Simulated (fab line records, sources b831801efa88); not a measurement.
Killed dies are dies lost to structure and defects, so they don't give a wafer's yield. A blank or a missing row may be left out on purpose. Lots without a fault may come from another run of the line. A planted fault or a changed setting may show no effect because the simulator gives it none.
Which tool did it? | flow sky130 | 11 lots, 33 wafers sampled, at 5 steps of a route of 708

WHAT THE GAUGES READ, wafer by wafer
SKY_DNWELL_TW_MEAS_09.
lot  | measured    | on            | DNWELL_TW
L771 | day 3 02:50 | film_metro-02 | 1101 1098 1099
L772 | day 3 07:34 | film_metro-04 | 1108 1113 1103
L773 | day 3 19:46 | film_metro-02 | 1098 1101 1101
L775 | day 4 05:47 | film_metro-02 | 1106 1098 1104
L776 | day 4 09:52 | film_metro-03 | 1109 1107 1107
L777 | day 4 15:43 | film_metro-04 | 1118 1121 1124
L778 | day 4 18:17 | film_metro-02 | 1101 1099 1102
L782 | day 5 17:26 | film_metro-03 | 1110 1110 1104
L788 | day 7 00:45 | film_metro-03 | 1108 1109 1110
L789 | day 7 04:40 | film_metro-03 | 1116 1114 1113
L791 | day 7 17:05 | film_metro-03 | 1106 1100 1101

SKY_NWELL_TW_MEAS_15.
lot  | measured    | on            | NWELL_TW
L771 | day 4 11:37 | film_metro-04 | 1826 1835 1836
L772 | day 4 17:18 | film_metro-04 | 1824 1827 1823
L773 | day 5 06:22 | film_metro-03 | 1809 1805 1813
L775 | day 5 18:06 | film_metro-03 | 1805 1808 1811
L776 | day 5 22:17 | film_metro-04 | 1804 1815 1810
L777 | day 6 03:23 | film_metro-04 | 1826 1827 1823
L778 | day 6 07:11 | film_metro-04 | 1839 1824 1842
L782 | day 7 08:58 | film_metro-02 | 1806 1802 1799
L788 | day 8 17:50 | film_metro-03 | 1817 1815 1824
L789 | day 8 21:41 | film_metro-02 | 1791 1793 1787
L791 | day 9 11:56 | film_metro-02 | 1812 1817 1803

SKY_POLY_GATE_THK_MEAS_01.
lot  | measured     | on            | POLY_GATE_CVD_00_THK (nm)
L771 | day 13 19:57 | film_metro-01 | 181.5 181.1 180.4
L772 | day 14 03:38 | film_metro-01 | 178.3 179.7 180.7
L773 | day 15 03:47 | film_metro-01 | 183.0 181.7 182.5
L775 | day 16 12:33 | film_metro-03 | 184.7 184.9 184.6
L776 | day 16 15:35 | film_metro-01 | 180.4 181.6 179.7
L777 | day 16 15:34 | film_metro-04 | 182.3 181.5 182.0
L778 | day 16 15:34 | film_metro-03 | 182.5 183.6 184.3
L782 | day 17 22:14 | film_metro-04 | 180.9 183.6 181.8
L788 | day 19 23:46 | film_metro-04 | 142.3 142.0 141.2
L789 | day 20 05:35 | film_metro-01 | 183.6 183.9 183.1
L791 | day 20 22:48 | film_metro-03 | 179.6 180.2 180.5

WHICH TOOL RAN EACH LOT (tool, then ch and the chambers of the sampled wafers, then the start)
lot  | SKY_VT_ADJUST_PCH_STRIP_09           | SKY_POLY_GATE_CVD_00
L771 | plasma_asher-02 ch 0,1, day 10 05:41 | lpcvd-01 ch 1, day 13 18:45
L772 | plasma_asher-04 ch 0,1, day 10 15:07 | lpcvd-01 ch 1, day 14 02:25
L773 | plasma_asher-02 ch 0,1, day 11 07:38 | lpcvd-01 ch 0, day 15 01:59
L775 | plasma_asher-04 ch 0,1, day 11 21:16 | lpcvd-01 ch 0, day 16 11:20
L776 | plasma_asher-03 ch 0,1, day 12 04:38 | lpcvd-01 ch 1, day 16 14:22
L777 | plasma_asher-02 ch 1, day 12 11:20   | lpcvd-01 ch 0, day 16 14:22
L778 | plasma_asher-02 ch 0,1, day 12 14:20 | lpcvd-01 ch 0, day 16 14:22
L782 | plasma_asher-04 ch 0,1, day 13 22:01 | lpcvd-01 ch 1, day 17 21:01
L788 | plasma_asher-03 ch 0,1, day 15 17:47 | lpcvd-01 ch 0, day 19 22:34
L789 | plasma_asher-03 ch 0,1, day 15 23:20 | lpcvd-01 ch 1, day 20 04:23
L791 | plasma_asher-02 ch 0,1, day 16 18:49 | lpcvd-01 ch 1, day 20 21:35
- SKY_VT_ADJUST_PCH_STRIP_09: strips in O2/N2.
- SKY_POLY_GATE_CVD_00: deposits poly-Si, target thk 180 nm, time 720 s.

WHAT THE TOOLS THEMSELVES READ (means of the sampled wafers that have a number; where no wafer has one, the mark that the record gives instead)
SKY_VT_ADJUST_PCH_STRIP_09.
lot  | tool            | drypump_motor_current_A (A) | oes_product_au (a.u.) | strip_time_to_endpoint_s (s)
L771 | plasma_asher-02 | 5.5                         | 0.719                 | 36.85
L772 | plasma_asher-04 | 5.9                         | 0.725                 | 36.95
L773 | plasma_asher-02 | 5.3                         | 0.720                 | 36.92
L775 | plasma_asher-04 | 5.8                         | 0.718                 | 36.72
L776 | plasma_asher-03 | 5.1                         | 0.722                 | 36.86
L777 | plasma_asher-02 | 5.1                         | 0.723                 | 36.93
L778 | plasma_asher-02 | 5.5                         | 0.723                 | 36.95
L782 | plasma_asher-04 | 5.9                         | 0.719                 | 36.84
L788 | plasma_asher-03 | 5.1                         | 0.721                 | 36.86
L789 | plasma_asher-03 | 5.3                         | 0.725                 | 36.99
L791 | plasma_asher-02 | 5.3                         | 0.720                 | 36.92

SKY_POLY_GATE_CVD_00.
lot  | tool     | spike_tc_bottom_C (C) | spike_tc_centre_C (C) | spike_tc_lower_C (C) | spike_tc_top_C (C) | spike_tc_upper_C (C)
L771 | lpcvd-01 | 640.3                 | 620.1                 | 620.3                | 634.4              | 619.9
L772 | lpcvd-01 | 639.7                 | 621.2                 | 620.2                | 633.6              | 620.1
L773 | lpcvd-01 | 639.1                 | 621.0                 | 619.4                | 635.6              | 619.3
L775 | lpcvd-01 | 639.5                 | 620.1                 | 618.4                | 634.7              | 619.1
L776 | lpcvd-01 | 641.5                 | 620.3                 | 618.9                | 634.0              | 621.2
L777 | lpcvd-01 | 639.3                 | 621.1                 | 619.2                | 635.9              | 618.5
L778 | lpcvd-01 | 638.4                 | 621.6                 | 619.5                | 634.5              | 619.1
L782 | lpcvd-01 | 640.0                 | 620.6                 | 619.3                | 634.5              | 621.0
L788 | lpcvd-01 | 628.6                 | 612.3                 | 608.6                | 624.8              | 609.0
L789 | lpcvd-01 | 640.3                 | 620.0                 | 619.4                | 634.3              | 621.4
L791 | lpcvd-01 | 640.7                 | 621.2                 | 619.0                | 633.7              | 621.2

THE ANSWER, worked out from the rows above alone
Rule: what is usual is taken from the lots themselves. Put in order of their means at a reading, lots are off if they are a third of the lots or fewer, leave a main group of 4 or more, and stand apart from it by a gap of 3 or more times the standard deviation of the main group's means; of several such gaps the widest counts. A main group whose means are all the same, to the digits that the tables above print for the reading, isn't used. A lot without any number at a reading at which 4 lots or more have one is off too. The other lots that the step has rows for count as sound. The gauges are gone through in route order, then the tools' own readings, and for those a lot's mean is taken as printed above. The first step at which some lot is off is used, and at that step the reading that is off furthest; a lot without a number counts as furthest.
Off: L788, at SKY_POLY_GATE_THK_MEAS_01 (POLY_GATE_CVD_00_THK). The main group: mean 181.9 nm, standard deviation 1.6.
A tool fits if, at a process step before that reading, it ran every lot that is off, and no sound lot after the first of them. The gauges at SKY_POLY_GATE_THK_MEAS_01 aren't tried: what is off there is off at SKY_POLY_GATE_CVD_00 too, on other tools, and a gauge's error can't cause that. None of those tried fits.

WHAT THE SIMULATOR HAD PUT IN
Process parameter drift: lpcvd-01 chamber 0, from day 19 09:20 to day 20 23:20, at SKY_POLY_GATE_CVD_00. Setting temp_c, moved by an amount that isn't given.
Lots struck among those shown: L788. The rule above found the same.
